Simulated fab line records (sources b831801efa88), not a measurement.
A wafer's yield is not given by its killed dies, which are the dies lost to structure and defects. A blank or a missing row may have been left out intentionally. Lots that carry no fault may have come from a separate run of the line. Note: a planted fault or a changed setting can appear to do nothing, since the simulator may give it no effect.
2 desks looking at one fault / flow gf180mcu / each desk holds nothing but its own numbers, with what lay behind them at the end

THE METROLOGY DESK
What the gauges read, lot by lot, whatever tool the lot ran on: means of the sampled wafers that have a number. Any lot whose mean is over 4 standard deviations away from the usual mean is out of limits and marked OUT; that distance is given in the brackets.
Columns: A = NSD_RS at GF_PSD_RS_MEAS_14, usual 46.16 ohm/sq; B = SAB_OVL at GF_SAB_OVL_MEAS_10, usual 0.9 nm; C = CONTACT_CVD_00_THK at GF_CONTACT_THK_MEAS_01, usual 297.5 nm
lot=L480; first seen here=day 14 09:34; A=46.09; B=1.0; C=298.3
lot=L481; first seen here=day 14 18:37; A=46.21; B=0.3; C=296.3
lot=L483; first seen here=day 15 11:43; A=46.11; B=1.6; C=297.2
lot=L484; first seen here=day 15 11:56; A=46.21; B=2.6; C=297.5
lot=L485; first seen here=day 16 01:29; A=46.09; B=0.8; C=300.6
lot=L488; first seen here=day 17 03:08; A=46.33; B=1.3; C=298.3
lot=L492; first seen here=day 18 14:36; A=46.37; B=0.3; C=297.1
lot=L496; first seen here=day 19 17:05; A=46.29; B=1.9; C=297.3
lot=L497; first seen here=day 20 04:41; A=46.35; B=-0.1; C=296.5
lot=L499; first seen here=day 21 01:49; A=46.20; B=0.1; C=295.8
lot=L500; first seen here=day 21 02:05; A=46.05; B=2.0; C=300.0
lot=L501; first seen here=day 21 11:44; A=46.13; B=-0.7; C=300.3
lot=L502; first seen here=day 21 20:28; A=46.13; B=1.7; C=294.5
lot=L503; first seen here=day 22 06:19; A=46.16; B=1.0; C=299.3
This desk found nothing out of limits on any of the 14 lots.

FOR THE TOOL OWNER'S DESK: implanter-04
For each lot that ran on this tool, the mean over its sampled wafers that have a number, from the tool's own readings at GF_NSD_IMPLANT_10. Any lot whose mean is over 4 standard deviations away from the usual mean is out of limits and marked OUT; that distance is given in the brackets.
Columns: A = faraday current uA at GF_NSD_IMPLANT_10, usual 2782
lot=L484; first seen here=day 14 14:49; A=2757
lot=L488; first seen here=day 16 03:34; A=2807
lot=L492; first seen here=day 17 14:31; A=2783
lot=L501; first seen here=day 20 11:06; A=2787
This desk found nothing out of limits on any of the 4 lots.

ALL TOGETHER
The metrology desk saw nothing out of limits.
The tool owner's desk saw nothing out of limits.

WHAT HAD BEEN PUT IN BY THE SIMULATOR
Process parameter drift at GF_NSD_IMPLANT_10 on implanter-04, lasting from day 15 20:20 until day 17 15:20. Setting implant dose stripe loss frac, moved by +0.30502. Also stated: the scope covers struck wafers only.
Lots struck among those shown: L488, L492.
